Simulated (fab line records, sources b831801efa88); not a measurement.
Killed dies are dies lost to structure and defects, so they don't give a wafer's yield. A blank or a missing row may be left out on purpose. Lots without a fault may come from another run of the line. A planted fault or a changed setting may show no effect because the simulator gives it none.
One fault seen from 2 desks | flow sky130 | each desk has only its own numbers; what lay behind them comes last

THE METROLOGY DESK
What the gauges read, lot by lot, whatever tool the lot ran on: means of the sampled wafers that have a number. A lot is out of limits, marked OUT, if its mean lies more than 4 standard deviations from the usual mean; the brackets give that distance.
Columns: A = METAL2_ALCU_RS at SKY_METAL2_RS_MEAS_05, usual 0.1315 ohm/sq; B = VIA2_HDPCVD_THK at SKY_VIA2_THK_MEAS_01, usual 1183 nm; C = VIA2_BOW at SKY_VIA2_BOW_MEAS_03, usual 85 um
lot  | first seen here | A      | B              | C
L615 | day 35 01:23    | 0.1325 | 1173           | 85
L617 | day 36 01:02    | 0.1311 | 1184           | 82
L618 | day 36 16:43    | 0.1304 | 1175           | 87
L621 | day 37 12:24    | 0.1319 | 1188           | 88
L622 | day 37 19:31    | 0.1314 | 1166           | 81
L624 | day 38 14:04    | 0.1324 | 1637 (+35) OUT | 78
L625 | day 38 19:34    | 0.1301 | 1401 (+17) OUT | 89
L634 | day 41 19:36    | 0.1298 | 1177           | 88
L633 | day 41 21:25    | 0.1325 | 1186           | 84
L636 | day 42 10:20    | 0.1307 | 1165           | 83
L638 | day 42 20:01    | 0.1306 | 1175           | 92
This desk's finding: out of limits on L624, L625; first on L624, day 39 20:49 (VIA2_HDPCVD_THK at SKY_VIA2_THK_MEAS_01). In limits: L615, L617, L618, L621, L622, L634, L633, L636, L638.

THE TOOL OWNER'S DESK: hdpcvd-01
The tool's own readings at SKY_VIA2_HDPCVD_00 (deposits SiO2, target thk 1180 nm, time 196.7 s): means of the sampled wafers that have a number, for each lot that ran on this tool. A lot is out of limits, marked OUT, if its mean lies more than 4 standard deviations from the usual mean; the brackets give that distance.
Columns: A = run_length_s at SKY_VIA2_HDPCVD_00, usual 224.5 s
lot  | first seen here | A
L615 | day 36 07:32    | 224.3
L617 | day 37 07:31    | 224.5
L621 | day 38 18:23    | 224.4
L622 | day 39 01:49    | 224.3
L624 | day 39 20:41    | 298.1 (+99 or more) OUT
L625 | day 40 01:07    | 260.9 (+85) OUT
L634 | day 42 21:17    | 224.3
L633 | day 42 22:32    | 224.2
L636 | day 43 11:13    | 224.3
L638 | day 43 20:53    | 224.7
This desk's finding: out of limits on L624, L625; first on L624, day 39 20:41 (run_length_s at SKY_VIA2_HDPCVD_00). In limits: L615, L617, L621, L622, L634, L633, L636, L638.

PUT TOGETHER
The tool owner's desk could have raised an alarm at day 39 20:41, on L624, L625.
The metrology desk could have raised an alarm at day 39 20:49, on L624, L625.
Of the lots named, all ran SKY_VIA2_HDPCVD_00 on hdpcvd-01.

WHAT THE SIMULATOR HAD PUT IN
Process parameter drift: hdpcvd-01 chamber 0, from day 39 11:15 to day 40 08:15, at SKY_VIA2_HDPCVD_00. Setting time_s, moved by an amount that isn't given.
Lots struck among those shown: L624, L625.
Hours from the fault's start to each desk's first reading out of limits: the tool owner's desk, 9; the metrology desk, 10.
